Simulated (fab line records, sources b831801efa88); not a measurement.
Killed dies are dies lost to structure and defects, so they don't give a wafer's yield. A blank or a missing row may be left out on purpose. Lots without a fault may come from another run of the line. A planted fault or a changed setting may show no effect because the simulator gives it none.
One fault seen from 2 desks | flow sfq_line | each desk has only its own numbers; what lay behind them comes last

THE METROLOGY DESK
What the gauges read, lot by lot, whatever tool the lot ran on: means of the sampled wafers that have a number. A lot is out of limits, marked OUT, if its mean lies more than 4 standard deviations from the usual mean; the brackets give that distance.
Columns: A = M0_NB_RS at SFQ_M0_RS_MEAS_904, usual 0.887 ohm/sq
lot  | first seen here | A
L738 | day 8 08:10     | 0.889
L741 | day 9 06:02     | 0.882
L742 | day 9 15:38     | 0.882
L744 | day 10 14:35    | 0.874
L746 | day 11 01:13    | 0.897
L748 | day 11 14:25    | 0.906
L749 | day 11 20:27    | 0.887
L750 | day 12 01:18    | 0.479 (-37) OUT
L751 | day 12 06:07    | 0.477 (-37) OUT
L752 | day 12 13:18    | 0.483 (-37) OUT
L753 | day 12 23:17    | 0.886
L756 | day 14 01:49    | 0.895
L758 | day 14 17:01    | 0.875
L760 | day 15 12:43    | 0.892
L761 | day 15 15:58    | 0.881
This desk's finding: out of limits on L750, L751, L752; first on L750, day 12 01:18 (M0_NB_RS at SFQ_M0_RS_MEAS_904). In limits: L738, L741, L742, L744, L746, L748, L749, L753, L756, L758, L760, L761.

THE TOOL OWNER'S DESK: pvd_sputter-05
The tool's own readings at SFQ_TRILAYER_M0_DEP_SPUTTER_019 (material Nb, target thk 200 nm, time 133.3 s): means of the sampled wafers that have a number, for each lot that ran on this tool. A lot is out of limits, marked OUT, if its mean lies more than 4 standard deviations from the usual mean; the brackets give that distance.
Columns: A = throttle_valve_pct at SFQ_TRILAYER_M0_DEP_SPUTTER_019, usual 29.9 %
lot  | first seen here | A
L738 | day 8 08:05     | 29.8
L741 | day 9 05:55     | 30.0
L749 | day 11 20:19    | 30.4
L750 | day 12 01:13    | 29.8
L751 | day 12 06:02    | 30.6
L752 | day 12 13:13    | 29.7
L760 | day 15 12:38    | 30.3
This desk's finding: nothing out of limits on any of the 7 lots.

PUT TOGETHER
The metrology desk could have raised an alarm at day 12 01:18, on L750, L751, L752.
The tool owner's desk saw nothing out of limits.
The tool owner's desk has L750, L751, L752 on record, within its limits.
Of the lots named, all ran SFQ_TRILAYER_M0_DEP_SPUTTER_019 on pvd_sputter-05.

WHAT THE SIMULATOR HAD PUT IN
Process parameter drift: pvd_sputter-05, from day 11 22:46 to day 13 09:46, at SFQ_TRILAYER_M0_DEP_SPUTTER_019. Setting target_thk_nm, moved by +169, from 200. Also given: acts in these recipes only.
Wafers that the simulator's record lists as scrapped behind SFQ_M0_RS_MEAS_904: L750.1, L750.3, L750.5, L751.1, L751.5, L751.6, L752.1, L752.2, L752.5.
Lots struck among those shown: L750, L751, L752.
Hours from the fault's start to each desk's first reading out of limits: the metrology desk, 3.
